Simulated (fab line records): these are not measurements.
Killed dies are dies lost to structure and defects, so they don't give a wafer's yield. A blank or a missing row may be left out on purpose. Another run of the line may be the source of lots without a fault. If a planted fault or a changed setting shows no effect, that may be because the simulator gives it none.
Comparing a struck lot with a sound one	flow sky130	17 out of 708 route steps
Sound: these wafers, L100.3, L100.5, L100.6. Struck: wafers L111.4, L111.6. (L111.2 of the same lot was not struck and is left out.) The cause comes at the end.
At each step with rows: each side's tool, then ch and its chambers, then its first start. Under that, the readings that differ: sound wafers	struck wafers	difference of the means	sigmas: that difference in standard deviations of wafers without a fault.
alike: readings with means less than 2 such deviations apart, plus words and numbers identical on both sides. not compared: withheld readings, readings lacking a value on some wafer, bounds such as >300 that could conceal the same value, and numbers that have no deviation in the record and whose values overlap.
Wherever a step has rows on one side only, a row that says differs or no value, or a row with sigmas, the two part there. Non-overlapping numbers with no deviation appear without sigmas and do not part them. A reading missing from all wafers of one side parts the sides only when that side holds two or more wafers.

first, 2 steps without rows for these wafers: SKY_LOCAL_INTERCONNECT_PEB_09; SKY_LOCAL_INTERCONNECT_DEVELOP_10 (develop time 60 s).
SKY_LOCAL_INTERCONNECT_CD_MEAS_11: the cd target is 170 nm.
  sound: cdSem-02 at day 31 05:53; struck: cdSem-01 at day 34 09:33
  alike: cdNm
SKY_LOCAL_INTERCONNECT_OVL_MEAS_12:
  sound: overlay-01 at day 31 05:59; struck: overlay-02 at day 34 09:39
  alike: LOCAL_INTERCONNECT_OVL
SKY_LOCAL_INTERCONNECT_ETCH_13: etches BARC in N2/H2, stops on SiO2, time 45.9 s, target depth 60 nm.
  sound on rieMetal-04 ch 0,1, day 31 06:02; struck on rieMetal-02 ch 0, day 34 09:41
  alike: drypumpMotorCurrentA, oesProductAu, rfFwdPowerW, throttleValvePct
  not compared: rfHoursCounterH
SKY_LOCAL_INTERCONNECT_METAL_ETCH_14: etches TiN in Cl2/BCl3, stops on PSG, target depth 110 nm, time 31.4 s.
  sound on rieMetal-04 ch 0,1, day 31 06:05; struck on rieMetal-02 ch 0, day 34 09:45
  alike: drypumpMotorCurrentA, oesProductAu, rfFwdPowerW, throttleValvePct
  not compared: rfHoursCounterH
SKY_LOCAL_INTERCONNECT_STRIP_15: strips in O2/N2.
  sound on plasmaAsher-03 ch 0,1, day 31 06:09; struck on plasmaAsher-01 ch 0, day 34 09:48
reading	sound	struck	difference	sigmas
stripTimeToEndpointS (s)	4.727 4.740 4.740	4.699 4.684	-0.044	-2
  alike: drypumpMotorCurrentA, oesProductAu
  not compared: rfHoursCounterH
then, 3 steps without rows for these wafers: SKY_LOCAL_INTERCONNECT_STRIP_16 (strips in post etch residue remover, time 1200 s); SKY_LOCAL_INTERCONNECT_CLEAN_17 (cleans in IPA, time 180 s); SKY_LOCAL_INTERCONNECT_CLEAN_18 (cleans in O3/DIW).
SKY_CONTACT_CVD_00: deposits Si3N4, target thk 75 nm.
  sound on pecvd-02 ch 0,1,2, day 31 06:44; struck on pecvd-04 ch 1,2, day 34 10:26
  alike: heaterPowerOuterW, heaterPowerW, rfFwdPowerW, susceptorTempC
SKY_CONTACT_THK_MEAS_01:
  sound: filmMetro-04 at day 31 06:48; struck: filmMetro-04 at day 34 10:28
  alike: CONTACT_CVD_00_THK
SKY_CONTACT_HDPCVD_02: deposits SiO2, target thk 565 nm, time 94.2 s.
  sound on hdpcvd-01 ch 0,1, day 31 06:52; struck on hdpcvd-01 ch 0,1, day 34 10:31
reading	sound	struck	difference	sigmas
runLengthS (s)	121.8 122.7 121.3	115.9 116.0	-6.0	-13
susceptorTempC (C)	600.17 599.73 599.31	- -	no value on the struck wafers	
model.SiO2_of_CONTACT_HDPCVD_02.thkNm (nm)	560.3 556.5 552.4	523.4 515.5	-36.9	
SKY_CONTACT_THK_MEAS_03:
  sound: filmMetro-04 at day 31 06:58; struck: filmMetro-02 at day 34 10:36
reading	sound	struck	difference	sigmas
CONTACT_HDPCVD_THK (nm)	560 557 552	523 516	-37	-7
SKY_CONTACT_CMP_04: polishes SiO2.
  sound on cmp-02 ch 0,1,2, day 31 07:06; struck on cmp-01 ch 0,3, day 34 10:46
reading	sound	struck	difference	sigmas
timeToEndpointS (s)	80 79 76	66 66	-12	-3
  alike: headPressurePsi, motorCurrentA, platenRpm
SKY_CONTACT_BOW_MEAS_05:
  sound: filmMetro-03 at day 31 07:20; struck: filmMetro-02 at day 34 11:02
  alike: CONTACT_BOW
-- the record jumps here: 14 days lie between the struck wafers' starts before and after (it left off in module CONTACT and takes up again in module PAD_OPEN, whose first step shown is number 708 of the route) --
SKY_PAD_OPEN_PROBE_99:
  the record has rows for the struck wafers here (prober-02, day 48 18:15) and none for the sound ones

WHERE THEY PART
Earliest at SKY_LOCAL_INTERCONNECT_STRIP_15; latest, in this record, at SKY_PAD_OPEN_PROBE_99.

WHY: the cause the simulator had injected
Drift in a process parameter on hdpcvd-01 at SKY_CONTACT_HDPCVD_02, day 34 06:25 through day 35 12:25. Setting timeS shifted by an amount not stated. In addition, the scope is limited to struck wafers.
